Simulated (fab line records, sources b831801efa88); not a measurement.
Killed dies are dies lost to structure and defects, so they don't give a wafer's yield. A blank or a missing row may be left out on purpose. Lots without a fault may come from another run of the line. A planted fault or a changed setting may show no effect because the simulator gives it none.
Split-lot experiment | flow sky130 | 5 lots, 23 wafers read, on a route of 708 steps

THE SPLIT
At SKY_VT_ADJUST_NCORE_IMPLANT_09, the setting dose_cm2 was moved away from the recipe's 2.4e+12 on 7 of the 23 wafers read, by -5.8% to +6.9%. The other wafers ran this setting at the recipe's value.

FROM THE SPLIT TO THE READING: what the file shows between them, 1 step
- SKY_VT_ADJUST_NCORE_STRIP_10: strips in O2/N2

THE READING
VT_ADJUST_NCORE_TW, at SKY_VT_ADJUST_NCORE_TW_MEAS_11. Fault-free wafers of this fab line usually give 218.9, standard deviation 2.

wafer  | tool, chamber at the split | dose_cm2 as run | against the recipe | VT_ADJUST_NCORE_TW | against lot-mates on the recipe
L074.1 | implanter-04, 0            | 2.26e+12        | -5.8%              | 218.0              | -4.0
L074.2 | implanter-04, 0            | 2.4e+12         | recipe             | 222.0              | -
L074.3 | implanter-04, 0            | 2.26e+12        | -5.8%              | 218.1              | -3.9
L074.4 | implanter-04, 0            | 2.4e+12         | recipe             | 221.6              | -
L074.6 | implanter-04, 0            | 2.4e+12         | recipe             | 222.3              | -
L075.1 | implanter-04, 0            | 2.4e+12         | recipe             | 218.9              | -
L075.3 | implanter-04, 0            | 2.4e+12         | recipe             | 218.4              | -
L075.4 | implanter-04, 0            | 2.566e+12       | +6.9%              | 221.8              | +3.2
L075.5 | implanter-04, 0            | 2.566e+12       | +6.9%              | 222.8              | +4.2
L075.6 | implanter-04, 0            | 2.566e+12       | +6.9%              | 222.5              | +3.8
L076.1 | implanter-04, 0            | 2.4e+12         | recipe             | 218.2              | -
L076.2 | implanter-04, 0            | 2.276e+12       | -5.2%              | 214.2              | -3.8
L076.3 | implanter-04, 0            | 2.276e+12       | -5.2%              | 214.8              | -3.2
L076.5 | implanter-04, 0            | 2.4e+12         | recipe             | 218.0              | -
L076.6 | implanter-04, 0            | 2.4e+12         | recipe             | 217.9              | -
L077.1 | implanter-02, 0            | 2.4e+12         | recipe             | 221.8              | -
L077.2 | implanter-02, 0            | 2.4e+12         | recipe             | 221.3              | -
L077.3 | implanter-02, 0            | 2.4e+12         | recipe             | 222.7              | -
L077.4 | implanter-02, 0            | 2.4e+12         | recipe             | 222.2              | -
L077.6 | implanter-02, 0            | 2.4e+12         | recipe             | 221.2              | -
L081.1 | implanter-03, 0            | 2.4e+12         | recipe             | 216.2              | -
L081.2 | implanter-03, 0            | 2.4e+12         | recipe             | 216.6              | -
L081.3 | implanter-03, 0            | 2.4e+12         | recipe             | 216.8              | -

THE FIT
A straight line over all 23 wafers: VT_ADJUST_NCORE_TW changes by +0.483 for each +1% of dose_cm2; r = +0.62; the points scatter about the line by 2.2.
The same after taking each lot's own level away (the mean of its wafers on the recipe; 23 wafers): +0.601 for each +1%; r = +0.98; scatter 0.42.
On that fit, the largest move of dose_cm2 shifts the reading by 4.2.
The lots' own levels span 216.53 to 221.97, that is 2.7 times the standard deviation above.
So the lot-to-lot level blurs the effect unless lot-mates are compared.
Check: with one of the wafers moved furthest among these (+6.9%) left out of the fit, the line predicts +4.28 for it against its lot-mates. It came out at +3.15 against them.

OTHER SPLITS ON THESE WAFERS
These wafers also went through other splits before the reading. Each is held against what the fit with the lots' levels taken away leaves over:
other split on the same wafers             | wafers away from the commonest value | r with VT_ADJUST_NCORE_TW (lot level and that fit taken away)
SKY_FIELD_ISO_OXIDATION_01 temp_c          | 18                                   | +0.19
SKY_FIELD_ISO_EXPOSE_10 dose_mj            | 7                                    | -0.39
SKY_FIELD_ISO_ETCH_17 time_s               | 5                                    | +0.02
SKY_FIELD_ISO_OXIDATION_22 ox_time_s       | 18                                   | -0.11
SKY_NWELL_IMPLANT_24 energy_kev            | 5                                    | +0.16
SKY_VT_ADJUST_HVTP_COAT_02 spin_rpm        | 8                                    | -0.03
SKY_VT_ADJUST_HVTP_STRIP_10 pressure_mtorr | 15                                   | +0.12
SKY_VT_ADJUST_LVTN_IMPLANT_08 energy_kev   | 10                                   | +0.18
SKY_VT_ADJUST_LVTN_COAT_13 spin_rpm        | 8                                    | +0.12

THE FILE'S OWN FIT
VT_ADJUST_NCORE_TW changes by +0.614 for each +1% of dose_cm2, r = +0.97.
